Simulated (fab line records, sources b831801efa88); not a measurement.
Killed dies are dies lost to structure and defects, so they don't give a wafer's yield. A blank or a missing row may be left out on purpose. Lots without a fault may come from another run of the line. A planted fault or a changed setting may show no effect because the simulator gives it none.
Which tool did it? | flow gf180mcu | 24 lots, 72 wafers sampled, at 6 steps of a route of 602

WHAT THE GAUGES READ, wafer by wafer
GF_M4_OVL_MEAS_15.
lot  | measured     | on         | M4_OVL (nm)
L074 | day 23 17:16 | overlay-01 | -7 -6 -3
L075 | day 23 21:41 | overlay-02 | 0 -7 -9
L076 | day 24 06:20 | overlay-02 | -8 -1 1
L077 | day 24 06:38 | overlay-02 | -5 2 -4
L078 | day 25 04:50 | overlay-01 | 1 -1 -7
L079 | day 25 10:14 | overlay-02 | 2 -7 2
L080 | day 25 20:20 | overlay-02 | 1 -2 0
L081 | day 26 11:05 | overlay-02 | -2 4 5
L082 | day 26 17:23 | overlay-01 | -4 -3 -4
L083 | day 26 21:00 | overlay-01 | 2 3 7
L084 | day 27 04:57 | overlay-01 | 11 -5 -3
L085 | day 27 12:38 | overlay-01 | -3 -7 -7
L086 | day 27 18:51 | overlay-01 | -2 -1 -1
L087 | day 27 22:32 | overlay-01 | -5 -1 -1
L089 | day 28 09:32 | overlay-02 | 5 2 2
L088 | day 28 11:51 | overlay-01 | 5 -5 -6
L090 | day 28 16:59 | overlay-02 | -12 -11 -15
L091 | day 29 00:02 | overlay-02 | -13 -10 -7
L092 | day 29 03:14 | overlay-02 | 2 5 4
L093 | day 29 05:09 | overlay-01 | -4 -4 -2
L094 | day 29 15:35 | overlay-01 | -6 -5 -7
L095 | day 29 23:26 | overlay-01 | 2 2 -1
L096 | day 30 03:58 | overlay-01 | 2 -1 7
L097 | day 30 10:10 | overlay-01 | 0 -2 -12

GF_V5_OVL_MEAS_15.
lot  | measured     | on         | V5_OVL (nm)
L074 | day 27 11:08 | overlay-01 | -5 -5 0
L075 | day 27 14:05 | overlay-01 | 11 10 10
L076 | day 27 22:53 | overlay-01 | -4 -11 -5
L077 | day 27 23:14 | overlay-01 | 8 2 5
L078 | day 28 18:50 | overlay-01 | 4 9 4
L079 | day 28 23:54 | overlay-01 | 10 4 6
L080 | day 29 09:35 | overlay-01 | 8 1 4
L081 | day 29 21:55 | overlay-01 | 3 5 3
L082 | day 30 04:44 | overlay-01 | -2 -4 -2
L083 | day 30 08:19 | overlay-01 | 0 5 4
L084 | day 30 15:27 | overlay-01 | -3 -9 -5
L085 | day 30 23:02 | overlay-01 | -3 -3 0
L086 | day 31 03:08 | overlay-01 | -3 -4 -2
L087 | day 31 06:54 | overlay-01 | 1 4 5
L089 | day 31 16:27 | overlay-01 | 4 7 7
L088 | day 31 19:03 | overlay-01 | 2 5 0
L090 | day 31 22:06 | overlay-01 | 1 -3 3
L091 | day 32 06:08 | overlay-01 | -3 1 -4
L092 | day 32 08:56 | overlay-01 | -6 -8 -4
L093 | day 32 10:13 | overlay-01 | 9 6 14
L094 | day 32 20:20 | overlay-01 | 1 3 7
L095 | day 33 02:06 | overlay-02 | 8 13 4
L096 | day 33 05:29 | overlay-01 | -1 2 -3
L097 | day 33 10:29 | overlay-01 | 7 2 -2

WHICH TOOL RAN EACH LOT (tool, then ch and the chambers of the sampled wafers, then the start)
lot  | GF_V2_ETCH_16                      | GF_V2_CVD_23                  | GF_M3_SPUTTER_01             | GF_V3_ETCH_16
L074 | rie_diel-01 ch 0,2,3, day 20 12:41 | cvd_w-01 ch 0, day 20 13:35   | pvd_sputter-02, day 20 14:19 | rie_diel-04 ch 1,2,3, day 22 15:49
L075 | rie_diel-02 ch 0,1, day 20 16:23   | cvd_w-02 ch 0,1, day 20 17:12 | pvd_sputter-02, day 20 17:51 | rie_diel-04 ch 1,2,3, day 22 20:05
L076 | rie_diel-04 ch 0,3, day 21 03:07   | cvd_w-02 ch 0,1, day 21 03:52 | pvd_sputter-03, day 21 04:34 | rie_diel-01 ch 1,2,3, day 23 05:29
L077 | rie_diel-01 ch 1,2,3, day 21 03:17 | cvd_w-01 ch 0, day 21 04:03   | pvd_sputter-02, day 21 04:52 | rie_diel-03 ch 0,1,3, day 23 05:50
L078 | rie_diel-04 ch 1,3, day 22 04:17   | cvd_w-02 ch 0,1, day 22 05:03 | pvd_sputter-03, day 22 05:44 | rie_diel-01 ch 1,2, day 24 06:03
L079 | rie_diel-01 ch 0,1,3, day 22 10:17 | cvd_w-01 ch 0,1, day 22 11:03 | pvd_sputter-03, day 22 11:44 | rie_diel-01 ch 0,1,3, day 24 11:11
L080 | rie_diel-02 ch 0,2, day 22 21:03   | cvd_w-02 ch 0,1, day 22 21:51 | pvd_sputter-03, day 22 22:32 | rie_diel-04 ch 0,3, day 24 21:12
L081 | rie_diel-02 ch 1,2,3, day 23 13:11 | cvd_w-01 ch 0,1, day 23 13:57 | pvd_sputter-02, day 23 14:38 | rie_diel-01 ch 0,1,2, day 25 12:33
L082 | rie_diel-01 ch 0,1,3, day 23 21:27 | cvd_w-01 ch 0,1, day 23 22:13 | pvd_sputter-04, day 23 22:55 | rie_diel-01 ch 2,3, day 25 19:15
L083 | rie_diel-01 ch 0,2,3, day 24 00:36 | cvd_w-01 ch 0,1, day 24 01:22 | pvd_sputter-02, day 24 02:04 | rie_diel-04 ch 0,1,2, day 25 22:47
L084 | rie_diel-01 ch 1,2,3, day 24 09:53 | cvd_w-01 ch 0,1, day 24 10:41 | pvd_sputter-04, day 24 11:23 | rie_diel-03 ch 1,2,3, day 26 06:34
L085 | rie_diel-02 ch 2,3, day 24 17:57   | cvd_w-02 ch 0,1, day 24 18:44 | pvd_sputter-03, day 24 19:36 | rie_diel-04 ch 0,1,3, day 26 14:53
L086 | rie_diel-04 ch 1,2, day 24 23:35   | cvd_w-02 ch 0,1, day 25 00:23 | pvd_sputter-02, day 25 01:02 | rie_diel-03 ch 0,1,2, day 26 20:52
L087 | rie_diel-02 ch 0,1, day 25 03:57   | cvd_w-01 ch 0,1, day 25 04:45 | pvd_sputter-04, day 25 05:25 | rie_diel-01 ch 0,2,3, day 27 00:46
L089 | rie_diel-01 ch 2,3, day 25 16:29   | cvd_w-02 ch 0,1, day 25 17:20 | pvd_sputter-02, day 25 18:02 | rie_diel-01 ch 1,2,3, day 27 11:57
L088 | rie_diel-04 ch 0,1, day 25 18:49   | cvd_w-01 ch 0,1, day 25 20:00 | pvd_sputter-03, day 25 20:41 | rie_diel-01 ch 1,2,3, day 27 14:32
L090 | rie_diel-01 ch 0,1,3, day 26 00:32 | cvd_w-02 ch 0,1, day 26 01:20 | pvd_sputter-04, day 26 02:01 | rie_diel-01 ch 2,3, day 27 19:19
L091 | rie_diel-01 ch 0,1,3, day 26 06:45 | cvd_w-01 ch 0,1, day 26 07:33 | pvd_sputter-04, day 26 08:13 | rie_diel-01 ch 1,3, day 28 02:25
L092 | rie_diel-01 ch 2,3, day 26 11:00   | cvd_w-01 ch 0,1, day 26 11:49 | pvd_sputter-03, day 26 12:30 | rie_diel-03 ch 2,3, day 28 06:32
L093 | rie_diel-01 ch 0,2,3, day 26 12:43 | cvd_w-01 ch 0, day 26 13:29   | pvd_sputter-02, day 26 14:10 | rie_diel-01 ch 1,3, day 28 08:23
L094 | rie_diel-04 ch 0,2,3, day 27 00:38 | cvd_w-01 ch 0,1, day 27 01:26 | pvd_sputter-04, day 27 02:06 | rie_diel-03 ch 0,2,3, day 28 19:06
L095 | rie_diel-02 ch 2,3, day 27 09:26   | cvd_w-02 ch 0,1, day 27 10:12 | pvd_sputter-02, day 27 11:09 | rie_diel-01 ch 1,2,3, day 29 03:02
L096 | rie_diel-01 ch 2,3, day 27 13:46   | cvd_w-01 ch 0,1, day 27 14:38 | pvd_sputter-03, day 27 15:17 | rie_diel-04 ch 0,2,3, day 29 07:37
L097 | rie_diel-04 ch 0,1,3, day 27 19:11 | cvd_w-02 ch 0,1, day 27 20:17 | pvd_sputter-02, day 27 20:59 | rie_diel-04 ch 2,3, day 29 13:45
- GF_V2_ETCH_16: etches BARC in N2/H2.
- GF_V2_CVD_23: deposits W, target thk 350 nm, time 104.94 s.
- GF_M3_SPUTTER_01: material TiN, target thk 30 nm, time 25 s.
- GF_V3_ETCH_16: etches BARC in N2/H2.

WHAT THE TOOLS THEMSELVES READ (means of the sampled wafers that have a number; where no wafer has one, the mark that the record gives instead)
GF_V2_ETCH_16.
lot  | tool        | drypump_motor_current_A (A) | oes_product_au (a.u.) | throttle_valve_pct (%)
L074 | rie_diel-01 | 5.9                         | 0.856                 | 13.231
L075 | rie_diel-02 | 6.1                         | 0.853                 | 13.222
L076 | rie_diel-04 | 6.1                         | 0.855                 | 13.221
L077 | rie_diel-01 | 5.7                         | 0.854                 | 13.224
L078 | rie_diel-04 | 5.5                         | 0.855                 | 13.224
L079 | rie_diel-01 | 5.9                         | 0.857                 | 13.227
L080 | rie_diel-02 | 5.6                         | 0.855                 | 13.224
L081 | rie_diel-02 | 6.0                         | 0.854                 | 13.229
L082 | rie_diel-01 | 5.9                         | 0.853                 | 13.231
L083 | rie_diel-01 | 5.9                         | 0.860                 | 13.222
L084 | rie_diel-01 | 5.7                         | 0.857                 | 13.222
L085 | rie_diel-02 | 6.0                         | 0.856                 | 13.226
L086 | rie_diel-04 | 5.7                         | 0.859                 | 13.240
L087 | rie_diel-02 | 6.1                         | 0.852                 | 13.233
L089 | rie_diel-01 | 5.8                         | 0.852                 | 13.224
L088 | rie_diel-04 | 5.3                         | 0.853                 | 13.224
L090 | rie_diel-01 | 5.9                         | 0.855                 | 13.224
L091 | rie_diel-01 | 5.8                         | 0.852                 | 13.224
L092 | rie_diel-01 | 5.8                         | 0.857                 | 13.221
L093 | rie_diel-01 | 5.9                         | 0.850                 | 13.219
L094 | rie_diel-04 | 6.0                         | 0.862                 | 13.228
L095 | rie_diel-02 | 5.7                         | 0.850                 | 13.221
L096 | rie_diel-01 | 5.8                         | 0.855                 | 13.217
L097 | rie_diel-04 | 5.6                         | 0.862                 | 13.222

GF_V2_CVD_23.
lot  | tool     | heater_power_outer_w (W) | heater_power_w (W)
L074 | cvd_w-01 | 501                      | 820
L075 | cvd_w-02 | 489                      | 763
L076 | cvd_w-02 | 484                      | 752
L077 | cvd_w-01 | 495                      | 836
L078 | cvd_w-02 | 461                      | 745
L079 | cvd_w-01 | 512                      | 884
L080 | cvd_w-02 | 486                      | 759
L081 | cvd_w-01 | 505                      | 878
L082 | cvd_w-01 | 517                      | 893
L083 | cvd_w-01 | 513                      | 863
L084 | cvd_w-01 | 514                      | 876
L085 | cvd_w-02 | 483                      | 768
L086 | cvd_w-02 | 483                      | 785
L087 | cvd_w-01 | 507                      | 869
L089 | cvd_w-02 | 459                      | 765
L088 | cvd_w-01 | 521                      | 886
L090 | cvd_w-02 | 461                      | 767
L091 | cvd_w-01 | 515                      | 874
L092 | cvd_w-01 | 522                      | 902
L093 | cvd_w-01 | 501                      | 841
L094 | cvd_w-01 | 511                      | 864
L095 | cvd_w-02 | 479                      | 773
L096 | cvd_w-01 | 514                      | 890
L097 | cvd_w-02 | 459                      | 756

GF_M3_SPUTTER_01.
lot  | tool           | throttle_valve_pct (%)
L074 | pvd_sputter-02 | 28.5
L075 | pvd_sputter-02 | 29.6
L076 | pvd_sputter-03 | 28.8
L077 | pvd_sputter-02 | 29.0
L078 | pvd_sputter-03 | 29.7
L079 | pvd_sputter-03 | 30.5
L080 | pvd_sputter-03 | 31.7
L081 | pvd_sputter-02 | 29.4
L082 | pvd_sputter-04 | 29.4
L083 | pvd_sputter-02 | 28.9
L084 | pvd_sputter-04 | 29.5
L085 | pvd_sputter-03 | 29.4
L086 | pvd_sputter-02 | 29.1
L087 | pvd_sputter-04 | 30.0
L089 | pvd_sputter-02 | 29.7
L088 | pvd_sputter-03 | 29.8
L090 | pvd_sputter-04 | 28.9
L091 | pvd_sputter-04 | 29.2
L092 | pvd_sputter-03 | 31.0
L093 | pvd_sputter-02 | 29.6
L094 | pvd_sputter-04 | 29.1
L095 | pvd_sputter-02 | 29.4
L096 | pvd_sputter-03 | 29.5
L097 | pvd_sputter-02 | 28.8

GF_V3_ETCH_16.
lot  | tool        | drypump_motor_current_A (A) | oes_product_au (a.u.) | throttle_valve_pct (%)
L074 | rie_diel-04 | 5.6                         | 0.856                 | 13.234
L075 | rie_diel-04 | 5.6                         | 0.853                 | 13.222
L076 | rie_diel-01 | 5.7                         | 0.848                 | 13.221
L077 | rie_diel-03 | 5.8                         | 0.853                 | 13.216
L078 | rie_diel-01 | 5.4                         | 0.850                 | 13.226
L079 | rie_diel-01 | 5.9                         | 0.861                 | 13.228
L080 | rie_diel-04 | 5.9                         | 0.851                 | 13.217
L081 | rie_diel-01 | 5.5                         | 0.855                 | 13.230
L082 | rie_diel-01 | 6.1                         | 0.858                 | 13.221
L083 | rie_diel-04 | 5.7                         | 0.855                 | 13.221
L084 | rie_diel-03 | 6.0                         | 0.851                 | 13.225
L085 | rie_diel-04 | 5.6                         | 0.857                 | 13.227
L086 | rie_diel-03 | 6.0                         | 0.857                 | 13.224
L087 | rie_diel-01 | 5.9                         | 0.852                 | 13.231
L089 | rie_diel-01 | 5.7                         | 0.851                 | 13.222
L088 | rie_diel-01 | 5.7                         | 0.856                 | 13.223
L090 | rie_diel-01 | 6.1                         | 0.857                 | 13.234
L091 | rie_diel-01 | 6.1                         | 0.855                 | 13.216
L092 | rie_diel-03 | 6.2                         | 0.851                 | 13.226
L093 | rie_diel-01 | 5.6                         | 0.857                 | 13.240
L094 | rie_diel-03 | 6.0                         | 0.861                 | 13.227
L095 | rie_diel-01 | 5.7                         | 0.856                 | 13.227
L096 | rie_diel-04 | 6.0                         | 0.862                 | 13.232
L097 | rie_diel-04 | 5.9                         | 0.853                 | 13.229

THE ANSWER, worked out from the rows above alone
Rule: what is usual is taken from the lots themselves. Put in order of their means at a reading, lots are off if they are a third of the lots or fewer, leave a main group of 4 or more, and stand apart from it by a gap of 3 or more times the standard deviation of the main group's means; of several such gaps the widest counts. A main group whose means are all the same, to the digits that the tables above print for the reading, isn't used. A lot without any number at a reading at which 4 lots or more have one is off too. The other lots that the step has rows for count as sound. The gauges are gone through in route order, then the tools' own readings, and for those a lot's mean is taken as printed above. The first step at which some lot is off is used, and at that step the reading that is off furthest; a lot without a number counts as furthest.
No lot is off at any reading shown: from this, nothing can be told.

WHAT THE SIMULATOR HAD PUT IN
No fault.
